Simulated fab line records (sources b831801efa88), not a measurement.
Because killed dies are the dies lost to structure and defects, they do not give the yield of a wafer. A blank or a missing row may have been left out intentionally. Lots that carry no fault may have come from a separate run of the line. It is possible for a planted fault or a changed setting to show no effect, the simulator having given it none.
Matching of chambers | flow sky130 | 4 sister chambers for SKY_VIA2_CMP_02 on cmp-01
The step polishes SiO2. 8 wafers are shown with their chamber, then 9 later ones without.

== WAFERS WITH THEIR CHAMBER ==
wafer  | chamber | motorCurrentA (A) | retainingRingPressureFrac
L233.4 | 1       | 13.3              | 0.993
L236.6 | 3       | 11.2              | 0.996
L237.5 | 3       | 11.2              | 1.005
L239.1 | 2       | 10.9              | 0.991
L239.2 | 1       | 12.9              | 1.004
L240.3 | 2       | 10.9              | 1.000
L240.4 | 0       | 12.5              | 1.000
L240.6 | 0       | 13.0              | 1.003

== WAFERS WITHOUT THEIR CHAMBER ==
wafer  | motorCurrentA (A) | retainingRingPressureFrac
L241.3 | 11.2              | 0.999
L241.5 | 11.7              | 1.001
L241.6 | 11.7              | 1.009
L249.2 | 10.7              | 0.999
L249.3 | 12.5              | 0.996
L249.4 | 11.5              | 1.004
L252.2 | 11.2              | 1.001
L252.5 | 11.7              | 0.998
L252.6 | 12.5              | 1.000

== CHAMBER TAKEN BY EACH ==
wafer  | from the rows above     | in truth
L241.3 | can't be placed: 3 or 2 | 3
L241.5 | can't be placed: 3 or 2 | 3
L241.6 | can't be placed: 3 or 2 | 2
L249.2 | can't be placed: 2 or 3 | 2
L249.3 | can't be placed: 0 or 1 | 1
L249.4 | can't be placed: 3 or 2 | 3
L252.2 | can't be placed: 3 or 2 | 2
L252.5 | can't be placed: 3 or 2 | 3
L252.6 | can't be placed: 0 or 1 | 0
Correct placement for 0 of the 9. Not placeable from these rows: 9 (in 9, the candidates include the true chamber). 0 placed wrongly.
How it was worked out, from the rows above alone: a wafer's distance from a chamber is the root of the sum, over the readings, of the square of ((its reading less the chamber's mean) divided by the reading's scatter). If the next closest chamber is less than 2 further off than the closest, the wafer can't be placed; otherwise it belongs to the closest. The mean given for a chamber averages the wafers shown for that chamber. The scatter: take each reading less its chamber's mean, square it, sum over the shown wafers, divide by the number of wafers less the number of chambers, and take the root.
